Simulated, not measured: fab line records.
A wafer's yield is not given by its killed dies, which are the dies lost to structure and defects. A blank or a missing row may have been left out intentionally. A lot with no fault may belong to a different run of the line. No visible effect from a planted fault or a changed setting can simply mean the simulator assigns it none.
Comparing a struck lot with a sound one | flow sfq-line | 19 out of 325 route steps
Sound: the wafers L180.1, L180.4, L180.6. Struck: wafer L170.4. (L170.6 of the same lot was not struck and is left out.) The cause comes at the end.
Order at every step that has rows: each side's tool, ch and its chambers, its first start. Under that, the readings that differ: sound wafers | struck wafers | difference of the means | sigmas: that difference in standard deviations of wafers without a fault.
alike: words and numbers the same on both sides, and readings whose means are apart by under 2 such deviations; not compared: readings that were withheld, readings missing a value for some wafer, numbers with overlapping values and no deviation given by the record, and bounds like >300 which may hide the same value.
The two part at a step that has a row with sigmas, a row that says differs or no value, or rows on one side only. Numbers that don't overlap but have no deviation are shown without sigmas and don't part them. Lack of a reading on every wafer of one side parts them only where that side has two or more wafers.

first, 4 steps without rows for these wafers: SFQ_TRILAYER_L0_LITHO_SOFTBAKE_009; SFQ_TRILAYER_L0_LITHO_EXPOSE_006 (exposes mask L0, target cd 2000 nm); SFQ_TRILAYER_L0_LITHO_PEB_008 (peb time 60 s); SFQ_TRILAYER_L0_LITHO_DEVELOP_007 (time 60 s).
SFQ_TRILAYER_L0_BARC_OPEN_METAL_ETCH_010: etches BARC in O2, target depth 125 nm, time 41.7 s.
  sound on rie-metal-02 ch 0,1, day 9 03:20; struck on rie-metal-01 ch 1, day 6 10:19
  alike: drypump-motor-current-A, oes-product-au, rf-fwd-power-W
  not compared: rf-hours-counter-h
SFQ_TRILAYER_L0_ETCH_METAL_ETCH_008: etches MoNx KI in SF6/O2, stops on SiO2, target depth 50 nm, time 25 s.
  sound on rie-metal-02 ch 0,1, day 9 03:23; struck on rie-metal-01 ch 1, day 6 10:22
  reading               | sound             | struck | difference | sigmas
  oes-product-au (a.u.) | 0.876 0.888 0.886 | 0.868  | -0.015     | -3
  alike: drypump-motor-current-A, rf-fwd-power-W
  not compared: rf-hours-counter-h
SFQ_TRILAYER_L0_STRIP_STRIP_009: strips in O2.
  sound on rie-metal-02 ch 0,1, day 9 03:26; struck on rie-metal-01 ch 1, day 6 10:36
  alike: drypump-motor-current-A, oes-product-au
  not compared: rf-hours-counter-h
then, 1 step without rows for these wafers: SFQ_TRILAYER_L0_STRIP_SOLV_CLEAN_010 (cleans in NMP, time 600 s).
SFQ_TRILAYER_L0_CAP_PECVD_011: deposits SiO2 from SiH4/N2O, time 13.333 s, target thk 60 nm.
  sound on pecvd-04 ch 0,1,2, day 9 04:13; struck on pecvd-01 ch 0, day 6 11:11
  reading                | sound          | struck | difference | sigmas
  throttle-valve-pct (%) | 22.8 22.7 23.9 | 30.9   | +7.8       | +3
  alike: heater-power-w, rf-fwd-power-W
then, 3 steps without rows for these wafers: SFQ_TRILAYER_L0_VIA_LITHO_COAT_018 (resist thk 62 nm); SFQ_TRILAYER_L0_VIA_LITHO_COAT_013 (resist thk 650 nm); SFQ_TRILAYER_L0_VIA_LITHO_SOFTBAKE_017.
-- the record jumps here: 4 days lie between the struck wafers' starts before and after --
SFQ_TRILAYER_L0_VIA_LITHO_EXPOSE_014: exposes mask L0V, target cd 700 nm.
  sound on krf-scanner-02 ch 0, day 13 10:38; struck on krf-scanner-01 ch 0, day 10 09:38
  alike: mask
then, 2 steps without rows for these wafers: SFQ_TRILAYER_L0_VIA_LITHO_PEB_016 (peb time 60 s); SFQ_TRILAYER_L0_VIA_LITHO_DEVELOP_015 (time 60 s).
SFQ_L0V_OVL_MEAS_903:
  sound on overlay-02, day 13 12:08; struck on overlay-01, day 10 10:32
  alike: L0V_OVL
SFQ_TRILAYER_L0_VIA_BARC_OPEN_VIA_ETCH_021: etches BARC in O2, target depth 125 nm, time 41.7 s.
  sound on rie-diel-01 ch 1,2,3, day 13 12:10; struck on rie-diel-02 ch 2, day 10 10:35
  reading              | sound             | struck | difference | sigmas
  model.L0V.cd-nm (nm) | 699.7 698.6 699.3 | 737.2  | +38.0      |
  alike: drypump-motor-current-A, oes-product-au, rf-fwd-power-W
  not compared: rf-hours-counter-h
SFQ_TRILAYER_L0_VIA_ETCH_VIA_ETCH_016: etches SiO2 in CHF3, stops on MoNx KI, target depth 80 nm.
  sound on rie-diel-01 ch 1,2,3, day 13 12:13; struck on rie-diel-02 ch 2, day 10 10:38
  reading              | sound             | struck | difference | sigmas
  model.L0V.cd-nm (nm) | 699.7 698.6 700.2 | 737.4  | +37.9      |
  alike: drypump-motor-current-A, oes-product-au, rf-fwd-power-W
SFQ_TRILAYER_L0_VIA_STRIP_STRIP_017: strips in O2.
  sound on rie-metal-01 ch 0,1, day 13 12:16; struck on rie-metal-04 ch 0, day 10 10:51
  alike: drypump-motor-current-A, oes-product-au
  not compared: rf-hours-counter-h

## WHERE THEY PART
Last at SFQ_TRILAYER_L0_CAP_PECVD_011 as far as this record goes, first at SFQ_TRILAYER_L0_ETCH_METAL_ETCH_008. Later steps at which nothing parts them and some readings are alike: SFQ_TRILAYER_L0_VIA_LITHO_EXPOSE_014, SFQ_L0V_OVL_MEAS_903, SFQ_TRILAYER_L0_VIA_BARC_OPEN_VIA_ETCH_021, SFQ_TRILAYER_L0_VIA_ETCH_VIA_ETCH_016, SFQ_TRILAYER_L0_VIA_STRIP_STRIP_017.

WHY: whatever the simulator had introduced
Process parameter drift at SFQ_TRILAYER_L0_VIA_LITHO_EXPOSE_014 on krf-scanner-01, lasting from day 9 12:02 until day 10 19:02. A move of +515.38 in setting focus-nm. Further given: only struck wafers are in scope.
